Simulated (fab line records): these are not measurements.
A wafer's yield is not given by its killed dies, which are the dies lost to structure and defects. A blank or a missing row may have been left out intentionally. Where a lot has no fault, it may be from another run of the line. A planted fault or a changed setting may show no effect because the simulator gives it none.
One fault through the eyes of 2 desks + flow gf180mcu + numbers are kept per desk, each desk with only its own; the story behind them comes last

TOOL OWNER'S DESK, pvd-sputter-03
The tool's own readings at GF_CONTACT_SPUTTER_22 (material Ti, target thk 15 nm, time 80.02 s): means of the sampled wafers that have a number, for each lot that ran on this tool. Marked OUT: a lot whose mean sits more than 4 standard deviations from the usual mean, which makes it out of limits; the brackets give that distance.
Columns: A = cathode-dc-power-W at GF_CONTACT_SPUTTER_22, usual 2500.0 W; B = throttle-valve-pct at GF_CONTACT_SPUTTER_22, usual 30.2 %
| lot  | first seen here | A                        | B    |
|------|-----------------|--------------------------|------|
| L134 | day 16 16:28    | 2499.9                   | 30.4 |
| L149 | day 22 08:11    | 2500.2                   | 29.9 |
| L151 | day 22 21:28    | 2360.3 (-99 or more) OUT | 30.4 |
| L153 | day 23 21:46    | 2360.1 (-99 or more) OUT | 29.8 |
Finding of this desk: L151, L153 out of limits; the first was L151 at day 22 21:28, on cathode-dc-power-W at GF_CONTACT_SPUTTER_22. L134, L149 stayed within limits.

THE METROLOGY DESK
Lot by lot, what the gauges showed, no matter which tool ran the lot: averages of those sampled wafers that carry a number. Marked OUT: a lot whose mean sits more than 4 standard deviations from the usual mean, which makes it out of limits; the brackets give that distance.
Columns: A = LVPWELL_RS at GF_VT_IMPLANT_RS_MEAS_48, usual 1196 ohm/sq
| lot  | first seen here | A    |
|------|-----------------|------|
| L132 | day 7 15:46     | 1190 |
| L134 | day 8 04:10     | 1194 |
| L138 | day 9 03:55     | 1197 |
| L139 | day 9 12:13     | 1199 |
| L140 | day 9 17:35     | 1196 |
| L142 | day 10 09:32    | 1196 |
| L143 | day 10 15:08    | 1202 |
| L144 | day 10 18:33    | 1199 |
| L149 | day 12 08:10    | 1195 |
| L151 | day 12 19:19    | 1195 |
| L152 | day 13 06:43    | 1196 |
| L153 | day 13 12:05    | 1194 |
| L154 | day 13 20:19    | 1198 |
| L155 | day 13 22:14    | 1194 |
This desk's verdict: no lot among the 14 shows anything out of limits.

TAKEN TOGETHER
At day 22 21:28, on L151, L153, the tool owner's desk was in a position to raise an alarm.
Metrology desk: nothing out of limits seen.
The metrology desk has L151, L153 on record, within its limits.
Every lot named ran GF_CONTACT_SPUTTER_22 on pvd-sputter-03.

WHAT THE SIMULATOR PUT IN
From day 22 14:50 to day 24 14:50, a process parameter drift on pvd-sputter-03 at GF_CONTACT_SPUTTER_22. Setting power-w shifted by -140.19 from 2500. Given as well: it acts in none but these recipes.
Lots struck among those shown: L151, L153.
Time in hours from fault onset to the first out-of-limits reading at each desk: the tool owner's desk, 7.
